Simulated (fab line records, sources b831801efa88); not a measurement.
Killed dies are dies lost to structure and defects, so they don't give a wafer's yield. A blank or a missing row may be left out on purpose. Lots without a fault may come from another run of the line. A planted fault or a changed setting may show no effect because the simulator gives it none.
A struck lot beside a sound one | flow sky130 | 16 steps out of a route of 708
Sound: wafers L172.2, L172.5, L172.6. Struck: wafer L166.5. (L166.1, L166.2 of the same lot were not struck and are left out.) The cause comes at the end.
At each step with rows: each side's tool, then ch and its chambers, then its first start. Under that, the readings that differ: sound wafers | struck wafers | difference of the means | sigmas: that difference in standard deviations of wafers without a fault.
alike: readings whose means differ by less than 2 such deviations, and words and numbers that are the same on both sides. not compared: withheld readings, readings that some wafer has no value for, bounds like >300 that may hide the same value, and numbers for which the record gives no deviation and whose values overlap.
The two part at a step that has a row with sigmas, a row that says differs or no value, or rows on one side only. Numbers that don't overlap but have no deviation are shown without sigmas and don't part them. A reading that every wafer of one side lacks parts them only if that side has two wafers or more.

SKY_VIA3_CMP_02: polishes SiO2.
  sound on cmp-02 ch 0,1,2, day 42 13:22; struck on cmp-02 ch 2, day 40 17:32
  alike: motor_current_A, platen_rpm, retaining_ring_pressure_frac
SKY_VIA3_BOW_MEAS_03:
  sound on film_metro-04, day 42 13:32; struck on film_metro-02, day 40 17:47
  alike: VIA3_BOW
then, 8 steps without rows for these wafers: SKY_VIA3_DEHYDRATE_04 (time 60 s); SKY_VIA3_HMDS_05 (prime time 60 s); SKY_VIA3_COAT_06 (resist thk 60 nm); SKY_VIA3_COAT_07 (resist thk 450 nm); SKY_VIA3_SOFTBAKE_08 (time 90 s); SKY_VIA3_EXPOSE_09 (exposes mask VIM3, target cd 200 nm); SKY_VIA3_PEB_10; SKY_VIA3_DEVELOP_11 (develop time 60 s).
SKY_VIA3_CD_MEAS_12: target cd 200 nm.
  sound on cd_sem-01, day 43 12:17; struck on cd_sem-02, day 41 17:27
  alike: cd_nm
SKY_VIA3_OVL_MEAS_13:
  sound on overlay-02, day 43 12:24; struck on overlay-01, day 41 17:34
  alike: VIA3_OVL
SKY_VIA3_ETCH_14: etches BARC in N2/H2, stops on SiO2, time 45.9 s, target depth 60 nm.
  sound on rie_diel-04 ch 2,3, day 43 12:26; struck on rie_diel-03 ch 3, day 41 17:37
  reading                                     | sound             | struck | difference | sigmas
  oes_product_au (a.u.)                       | 0.853 0.857 0.852 | 0.941  | +0.087     | +18
  run_length_s (s)                            | 74.3 73.4 74.1    | 70.6   | -3.3       | -6
  model.KrF-thick_of_VIA3_COAT_07.thk_nm (nm) | 394.3 395.4 393.2 | 395.9  | +1.6       |
  alike: drypump_motor_current_A, throttle_valve_pct
  not compared: rf_hours_counter_h
SKY_VIA3_ETCH_15: etches SiO2 in C4F8/O2/Ar, stops on TiN, target depth 507 nm, time 78 s.
  sound on rie_diel-04 ch 2,3, day 43 12:28; struck on rie_diel-03 ch 3, day 41 17:39
  reading                                     | sound             | struck | difference | sigmas
  run_length_s (s)                            | 106.0 105.7 106.4 | 107.2  | +1.2       | +2
  model.KrF-thick_of_VIA3_COAT_07.thk_nm (nm) | 291.4 295.9 291   | 296.1  | +3.3       |
  alike: oes_product_au
  not compared: rf_hours_counter_h
SKY_VIA3_STRIP_16: strips in O2/N2.
  sound on plasma_asher-04 ch 0,1, day 43 12:32; struck on plasma_asher-01 ch 0, day 41 17:43
  alike: drypump_motor_current_A, oes_product_au, strip_time_to_endpoint_s
  not compared: rf_hours_counter_h
SKY_PAD_OPEN_PROBE_99:
  the record has rows for the sound wafers here (prober-02, day 48 23:28) and none for the struck ones

WHERE THEY PART
First at SKY_VIA3_ETCH_14; last, within this record, at SKY_PAD_OPEN_PROBE_99.

WHY: what the simulator had put in
Process parameter drift: rie_diel-03, from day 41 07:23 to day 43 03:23, at SKY_VIA3_ETCH_14. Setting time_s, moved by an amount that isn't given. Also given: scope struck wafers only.
